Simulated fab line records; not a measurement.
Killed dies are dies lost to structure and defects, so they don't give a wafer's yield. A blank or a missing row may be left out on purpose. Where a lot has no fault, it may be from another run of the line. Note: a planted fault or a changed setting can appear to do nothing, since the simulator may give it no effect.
2 desks, one fault    flow gf180mcu    every desk sees just its own numbers, and what lay behind them comes last

THE METROLOGY DESK
What the gauges read for every lot (on any tool): the sampled wafers with a number, averaged. Any lot whose mean is over 4 standard deviations away from the usual mean is out of limits and marked OUT; that distance is given in the brackets.
Columns: A = POLY_GATE_OVL at GF_POLY_GATE_OVL_MEAS_11, usual -4 nm; B = POLY_GATE_OXIDATION_THK at GF_POLY_GATE_THK_MEAS_17, usual 4.04 nm
lot   first seen here  A    B
L177  day 9 05:25      -12  4.02
L178  day 9 07:39      -9   4.11
L179  day 9 21:38      1    4.03
L181  day 10 15:52     -1   4.01
L184  day 11 19:13     -7   3.97
L186  day 11 23:13     -3   3.95
L187  day 12 08:04     -2   4.06
L188  day 12 11:43     -6   4.11
L194  day 14 09:19     0    4.01
L198  day 15 09:54     -10  4.06
L199  day 15 17:52     -5   4.04
L200  day 16 03:15     1    4.21
This desk found nothing out of limits on any of the 12 lots.

FOR THE TOOL OWNER'S DESK: lithoTrack-04
The tool's own readings at GF_DUAL_GATE_DEVELOP_10 (develop time 60 s): means of the sampled wafers that have a number, for each lot that ran on this tool. Any lot whose mean is over 4 standard deviations away from the usual mean is out of limits and marked OUT; that distance is given in the brackets.
Columns: A = chillPlateTempC at GF_DUAL_GATE_DEVELOP_10, usual 22.98 C
lot   first seen here  A
L178  day 8 11:17      23.10
L179  day 9 00:40      22.89
L181  day 9 18:28      22.94
L184  day 10 21:08     23.03
L188  day 11 13:31     22.96
L199  day 14 17:37     22.89
L200  day 14 23:56     22.98
This desk found nothing out of limits on any of the 7 lots.

ALL TOGETHER
Metrology desk: nothing out of limits seen.
Nothing out of limits was seen by the tool owner's desk.

WHAT HAD BEEN PUT IN BY THE SIMULATOR
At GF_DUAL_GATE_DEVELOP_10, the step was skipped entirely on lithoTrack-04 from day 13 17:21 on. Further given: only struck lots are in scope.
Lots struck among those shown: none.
